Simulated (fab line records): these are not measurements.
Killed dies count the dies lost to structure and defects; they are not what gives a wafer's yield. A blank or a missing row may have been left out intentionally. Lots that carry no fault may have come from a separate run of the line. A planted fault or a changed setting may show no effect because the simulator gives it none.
A lot that was struck, set against a sound lot / flow gf180mcu / 18 out of 602 route steps
Sound: wafers L116.1, L116.2, L116.6. Struck: wafer L130.5; the same lot's L130.6 was not struck, so it is left out; see the end for the cause.
Order at every step that has rows: each side's tool, ch and its chambers, its first start. Under that, the readings that differ: sound wafers / struck wafers / difference of the means / sigmas: that difference in standard deviations of wafers without a fault.
alike: a reading whose means differ by less than 2 such deviations, as well as words and numbers matching on both sides. not compared: withheld readings; readings where some wafer has no value; bounds like >300 that might hide an equal value; numbers whose values overlap and for which the record gives no deviation.
The two part at a step that has a row with sigmas, a row that says differs or no value, or rows on one side only. Numbers that have no deviation but don't overlap get no sigmas and don't part them. A reading that every wafer of one side lacks parts them only if that side has two wafers or more.

first, 1 step without rows for these wafers: GF_HV_LDD_DEVELOP_06 (develop time 60 s).
GF_HV_LDD_CD_MEAS_07 targets a cd of 400 nm.
  sound on cd_sem-01, day 12 14:29; struck on cd_sem-02, day 16 23:55
  alike: cd_nm
GF_HV_LDD_OVL_MEAS_08:
  sound on overlay-01, day 12 14:37; struck on overlay-02, day 16 23:59
  alike: HV_LDD_OVL
next, for these wafers, 1 step has no rows: GF_HV_LDD_IMPLANT_09.
GF_HV_LDD_STRIP_10: strips in O2/N2.
  sound on plasma_asher-03 ch 0,1, day 12 14:48; struck on plasma_asher-01 ch 1, day 17 00:13
reading=heater_power_w (W); sound=334 372 374; struck=271; difference=-89; sigmas=-2
  alike: drypump_motor_current_A, oes_product_au, strip_time_to_endpoint_s
  not compared: rf_hours_counter_h
GF_HV_LDD_TW_MEAS_11:
  sound on film_metro-01, day 12 14:54; struck on film_metro-04, day 17 00:17
  alike: HV_LDD_TW
then, 6 steps without rows for these wafers: GF_HV_LDD_DEHYDRATE_12 (time 60 s); GF_HV_LDD_HMDS_13 (prime time 60 s); GF_HV_LDD_COAT_14 (resist thk 1000 nm); GF_HV_LDD_SOFTBAKE_15 (time 60 s); GF_HV_LDD_EXPOSE_16 (exposes mask Pplus LV AREA, target cd 400 nm); GF_HV_LDD_PEB_17.
GF_HV_LDD_DEVELOP_18: develop time 60 s.
  sound on litho_track-04 ch 0, day 13 10:14; struck on litho_track-04 ch 0, day 17 23:14
GF_HV_LDD_OVL_MEAS_20:
  sound on overlay-02, day 13 10:31; struck on overlay-02, day 18 03:32
reading=hold; sound=- - -; struck=await_dispo/3.8h/release; difference=no value on the sound wafers; sigmas=
  alike: HV_LDD_01_OVL
next, for these wafers, 1 step has no rows: GF_HV_LDD_IMPLANT_21.
GF_HV_LDD_STRIP_22: strips in O2/N2.
  sound on plasma_asher-03 ch 0,1, day 13 10:42; struck on plasma_asher-01 ch 0, day 18 03:46
  alike: drypump_motor_current_A, heater_power_w, oes_product_au, strip_time_to_endpoint_s
  not compared: rf_hours_counter_h
GF_HV_LDD_TW_MEAS_23:
  sound on film_metro-03, day 13 10:48; struck on film_metro-01, day 18 04:04
reading=HV_LDD_2_TW; sound=1068 1066 1064; struck=32; difference=-1034; sigmas=-99 or more
  not compared: hold
-- here the record skips 17 days between the struck wafers' starts before and after, leaving off in module HV_LDD and picking up in module PASSIVATION (first step shown: number 602 of the route) --
GF_PASSIVATION_PROBE_99:
  rows exist in the record for the struck wafers here (prober-01, day 35 02:08), but not for the sound ones

## WHERE THEY PART
At GF_HV_LDD_STRIP_10 first; at GF_PASSIVATION_PROBE_99 last (within this record only).

WHY: what the simulator had put in
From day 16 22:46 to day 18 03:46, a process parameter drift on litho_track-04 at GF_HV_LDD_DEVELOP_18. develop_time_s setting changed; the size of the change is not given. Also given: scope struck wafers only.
